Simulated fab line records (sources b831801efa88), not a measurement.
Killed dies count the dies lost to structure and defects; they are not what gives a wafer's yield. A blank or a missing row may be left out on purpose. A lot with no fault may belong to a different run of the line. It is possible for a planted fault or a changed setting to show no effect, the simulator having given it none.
Problem report, 8D (eight disciplines) form, completed by code / flow gf180mcu / the parts of the form that need people (team, actions taken, sign-off) are left out

1. PROBLEM STATEMENT
tiltDeg at GF_MVPSD_IMPLANT_09 reads a mean of 15.165 degrees on 6 wafers of 2 lots; wafers without a fault read -0.001 degrees with a standard deviation of 0.019. That is +99 or more standard deviations from the usual mean.
Seen first at day 9 14:44 on implanter-01, wafer L167.1. The record holds 39 wafers of 13 lots with a number at this step. Rule for "out", or "out of limits": more than 4 standard deviations from the usual mean. Any other wafer with a number is counted as sound.

2. WHAT IT IS, WHAT IT ISN'T
question=which readings at this step | is=tiltDeg | is not=-
question=which lots | is=L167, L169 | is not=L150, L151, L154, L156, L157, L158, L160, L165, L168, L170, L171
question=which wafers of those lots | is=all that have a number | is not=-
question=read on which tools | is=implanter-01 | is not=implanter-02, implanter-03
question=when | is=from day 9 14:44 | is not=up to then (24 sound wafers); but 9 sound wafers of L168, L170, L171 came after

3. THE SUSPECTS, EACH WITH WHAT RULES IT OUT
Counting: a tool stays on the suspect list if, at a process step up to the reading, it processed all lots that are out and no sound lot following the first of them.
- implanter-01 at GF_MVPSD_IMPLANT_09: kept. It ran every lot that is out, first L167 (day 9 14:44), and no sound lot after that; its last sound lot up to then is L160 (day 7 17:05). Out on those wafers are its own readings of tiltDeg.
The count leaves implanter-01 at GF_MVPSD_IMPLANT_09.

4. THE CAUSE (what the simulator had put in)
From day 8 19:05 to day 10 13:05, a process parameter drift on implanter-01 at GF_MVPSD_IMPLANT_09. The setting tiltDeg was moved by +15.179, starting from 0. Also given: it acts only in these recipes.
After counting, this tool was the only one left.

5. THE CHAIN OF EFFECTS, in route order
Rows list readings where the struck wafers' mean (over those with a number) sits beyond 3 standard deviations from the usual. Readings are gone through only where the record gives a usual standard deviation; hours: the median, over the lots, of the time from a lot's start at the first step in this table giving one to that lot's start at this step; sigmas: the change measured in usual standard deviations.
hours=0; step=GF_MVPSD_IMPLANT_09; reading=tiltDeg; usual=-0.001 degrees; on struck wafers=15.165; change=+15.166; sigmas=+99 or more
Here are the process steps it includes:
- GF_MVPSD_IMPLANT_09
Readings that are blank on the struck wafers while sound wafers have them: MVPSD_RS at GF_VT_IMPLANT_RS_MEAS_49.
Later measuring or inspecting steps at which every struck wafer that the step has a row for has a number for every such reading, and none has moved that far: GF_VT_IMPLANT_TW_MEAS_21.

6. HOW IT WOULD HAVE BEEN CAUGHT EARLIER
20 hours passed between the start of the fault at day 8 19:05 and the first reading out of limits in this record, taken at day 9 14:44.
